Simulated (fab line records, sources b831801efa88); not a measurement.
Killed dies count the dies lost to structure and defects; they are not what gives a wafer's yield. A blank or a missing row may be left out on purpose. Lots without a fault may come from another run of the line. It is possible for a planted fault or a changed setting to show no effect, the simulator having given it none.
Comparing a struck lot with a sound one || flow sky130 || 15 steps out of a route of 708
Sound: the wafers L402.2, L402.3, L402.6. Struck: wafers L413.1, L413.5, L413.6. The cause is given at the end.
Per side, at each step with rows, come the tool, then ch with its chambers, and then its first start. Under that, the readings that differ: sound wafers || struck wafers || difference of the means || sigmas: that difference in standard deviations of wafers without a fault.
alike: readings with means less than 2 such deviations apart, plus words and numbers identical on both sides. not compared: withheld readings, readings lacking a value on some wafer, bounds such as >300 that could conceal the same value, and numbers that have no deviation in the record and whose values overlap.
A row with sigmas, a row that says differs or no value, or rows on one side alone: a step with any of these is where the two part. Non-overlapping numbers with no deviation appear without sigmas and do not part them. A reading missing from all wafers of one side parts the sides only when that side holds two or more wafers.

first, 7 steps without rows for these wafers: SKY_POLY_GATE_HMDS_06 (prime time 60 s); SKY_POLY_GATE_COAT_07 (resist thk 110 nm); SKY_POLY_GATE_COAT_08 (resist thk 450 nm); SKY_POLY_GATE_SOFTBAKE_09 (time 90 s); SKY_POLY_GATE_EXPOSE_10 (exposes mask P1M, target cd 150 nm); SKY_POLY_GATE_PEB_11; SKY_POLY_GATE_DEVELOP_12 (develop time 60 s).
SKY_POLY_GATE_CD_MEAS_13 targets a cd of 150 nm.
  sound: cdSem-02 at day 17 17:41; struck: cdSem-02 at day 21 04:04
  alike: cdNm
SKY_POLY_GATE_OVL_MEAS_14:
  sound: overlay-02 at day 17 17:47; struck: overlay-01 at day 21 04:11
{"reading": "POLY_GATE_OVL (nm)", "sound": "-1 -9 0", "struck": "8 10 8", "difference": "+12", "sigmas": "+2"}
SKY_POLY_GATE_ETCH_15: etches BARC in N2/H2, stops on SiO2, time 118.5 s, target depth 110 nm.
  sound on rieDiel-03 ch 0,1, day 17 17:49; struck on rieDiel-03 ch 0,3, day 21 04:13
  alike: drypumpMotorCurrentA, oesProductAu, rfFwdPowerW, throttleValvePct
  not compared: rfHoursCounterH
SKY_POLY_GATE_ETCH_16: etches Si3N4 in CH3F/O2, stops on poly-Si, time 147.5 s, target depth 75 nm.
  sound on rieDiel-03 ch 0,1, day 17 17:54; struck on rieDiel-03 ch 0,3, day 21 04:18
  alike: ch3fFlowSccm, drypumpMotorCurrentA, oesProductAu, rfFwdPowerW, throttleValvePct
  not compared: rfHoursCounterH
SKY_POLY_GATE_ETCH_17: etches poly-Si in HBr/Cl2, stops on SiO2, target depth 180 nm, time 70.5 s.
  sound on rieSi-01 ch 2,3, day 17 18:00; struck on rieSi-01 ch 1,2,3, day 21 04:24
  alike: HBr_flow_sccm, drypumpMotorCurrentA, oesProductAu, rfFwdPowerW, throttleValvePct
  not compared: rfHoursCounterH
SKY_POLY_GATE_STRIP_18: strips in O2/N2.
  sound on plasmaAsher-02 ch 0,1, day 17 18:05; struck on plasmaAsher-02 ch 0,1, day 21 04:28
{"reading": "stripTimeToEndpointS (s)", "sound": "3.10 3.16 3.16", "struck": "3.06 3.03 3.03", "difference": -0.10, "sigmas": -3}
  alike: drypumpMotorCurrentA, oesProductAu
  not compared: rfHoursCounterH
then, 1 step without rows for these wafers: SKY_POLY_GATE_CLEAN_19 (cleans in SC1/SC2, time 150 s).
-- a jump in the record: the struck wafers' starts before and after are 28 days apart (it breaks off in module POLY_GATE and resumes in module PAD_OPEN, where the first step shown is number 708 of the route) --
SKY_PAD_OPEN_PROBE_99:
  sound: prober-01 at day 47 00:50; struck: prober-01 at day 49 10:13
  alike: killed_at_M0_to_M3, killed_at_M4_up, killedAtContacts, killedAtFrontEnd, killedAtOther, killedDies, killedOpen, killedShort

== WHERE THEY PART ==
First at SKY_POLY_GATE_OVL_MEAS_14; last, within this record, at SKY_POLY_GATE_STRIP_18. Later steps at which nothing parts them and some readings are alike: SKY_PAD_OPEN_PROBE_99.

WHY: whatever the simulator had introduced
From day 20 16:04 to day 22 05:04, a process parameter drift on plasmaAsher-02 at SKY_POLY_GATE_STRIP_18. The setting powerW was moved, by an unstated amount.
